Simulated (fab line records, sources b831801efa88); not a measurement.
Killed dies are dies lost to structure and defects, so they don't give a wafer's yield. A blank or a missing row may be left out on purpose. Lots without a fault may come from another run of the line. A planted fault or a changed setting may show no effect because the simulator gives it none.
Chamber matching | flow sky130 | SKY_VIA4_CMP_21 on cmp-02: 4 sister chambers
The step polishes, stops on SiO2, t overpolish 25 s, target thk 0 nm. 4 wafers are shown with their chamber, then 12 later ones without.

WAFERS WITH THEIR CHAMBER
wafer  | chamber | motor_current_A (A)
L092.6 | 3       | 10.8
L093.2 | 2       | 11.5
L093.4 | 0       | 11.1
L093.6 | 1       | 11.1

WAFERS WITHOUT THEIR CHAMBER
wafer  | motor_current_A (A)
L094.2 | 10.9
L094.5 | 11.2
L094.6 | 11.2
L095.2 | 11.2
L095.5 | 11.5
L095.6 | 11.1
L096.1 | 11.3
L096.2 | 10.8
L096.6 | 11.3
L097.1 | 10.3
L097.5 | 10.6
L097.6 | 11.2

WHICH CHAMBER EACH WENT THROUGH
wafer  | from the rows above               | in truth
L094.2 | can't be placed: 3 or 0 or 1      | 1
L094.5 | can't be placed: 0 or 1 or 2 or 3 | 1
L094.6 | can't be placed: 0 or 1 or 2 or 3 | 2
L095.2 | can't be placed: 0 or 1 or 2 or 3 | 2
L095.5 | 2                                 | 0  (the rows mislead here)
L095.6 | can't be placed: 0 or 1 or 3      | 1
L096.1 | can't be placed: 2 or 0 or 1 or 3 | 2
L096.2 | can't be placed: 3 or 0 or 1      | 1
L096.6 | can't be placed: 2 or 0 or 1 or 3 | 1
L097.1 | can't be placed: 3 or 0 or 1      | 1
L097.5 | can't be placed: 3 or 0 or 1      | 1
L097.6 | can't be placed: 0 or 1 or 2 or 3 | 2
Placed correctly: 0 of 12. Can't be placed from these rows: 11 (the true chamber is among the candidates in 11). Placed wrongly: 1.
How it was worked out, from the rows above alone: a wafer's distance from a chamber is the root of the sum, over the readings, of the square of ((its reading less the chamber's mean) divided by the reading's scatter). The wafer belongs to the nearest chamber; if the next one is less than 2 further off, it can't be placed. A chamber's mean is the mean of its shown wafers. The scatter: with one shown wafer a chamber, the root of the mean of the squares of how far each hidden wafer lies from its nearest shown one.
